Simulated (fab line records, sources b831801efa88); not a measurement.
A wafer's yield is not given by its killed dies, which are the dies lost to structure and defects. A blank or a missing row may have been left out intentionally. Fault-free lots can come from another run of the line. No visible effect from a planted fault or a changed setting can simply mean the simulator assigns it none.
Matching of chambers -- flow sky130 -- SKY_CONTACT_CMP_27 on cmp-01 has 4 sister chambers
The step polishes, stops on SiO2, t overpolish 15 s, target thk 0 nm. 16 wafers are shown with their chamber, then 7 later ones without.

## WAFERS WITH THEIR CHAMBER
wafer,chamber,motor current A (A),overpolish run s (s),time to endpoint s (s)
L266.1,3,11.3,15.006,78
L266.3,1,11.6,14.999,82
L266.6,0,10.6,15.000,80
L267.1,3,11.2,15.004,77
L267.3,2,9.6,14.995,79
L267.6,2,9.4,14.982,83
L272.1,0,10.8,14.998,78
L272.2,2,9.9,14.997,83
L272.4,3,11.3,15.001,80
L278.1,2,9.9,15.001,78
L278.3,3,10.6,14.999,78
L280.1,0,10.8,14.994,81
L280.3,3,11.2,14.993,81
L280.5,1,11.8,14.996,78
L281.2,2,9.4,14.995,78
L281.3,3,10.3,15.000,81

SIGNATURES (averages over the wafers above)
reading,chamber 0,chamber 1,chamber 2,chamber 3,scatter within a chamber
motor current A,10.733,11.700,9.640,10.983,0.317
overpolish run s,14.99733,14.99750,14.99400,15.00050,0.00523
time to endpoint s,79.67,80.00,80.20,79.17,2.13
Rule: for a wafer and a chamber, the distance is found by dividing, reading by reading, the gap between the wafer's reading and the chamber's mean by the reading's scatter, squaring, summing and taking the root. If the next closest chamber is less than 2 further off than the closest, the wafer can't be placed; otherwise it belongs to the closest. The scatter is the square root of a quotient: the sum, over the shown wafers, of each reading's squared deviation from its chamber's mean, divided by wafers minus chambers.

## WAFERS WHOSE CHAMBER IS MISSING
wafer,motor current A (A),overpolish run s (s),time to endpoint s (s)
L281.4,10.6,14.990,78
L285.3,11.0,14.999,78
L285.5,10.8,14.999,81
L285.6,10.2,14.985,80
L287.1,11.4,15.012,85
L287.3,11.9,15.003,85
L287.6,9.6,14.992,81

## CHAMBER TAKEN BY EACH
wafer,from the rows above,in truth
L281.4,can't be placed: 0 or 3 or 2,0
L285.3,can't be placed: 3 or 0 or 1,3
L285.5,can't be placed: 0 or 3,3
L285.6,can't be placed: 2 or 0 or 3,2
L287.1,can't be placed: 3 or 1 or 0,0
L287.3,can't be placed: 1 or 3 or 0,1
L287.6,2,2
Correct placement for 1 of the 7. These rows do not allow placing 6 (true chamber among the candidates in 6). 0 placed wrongly.
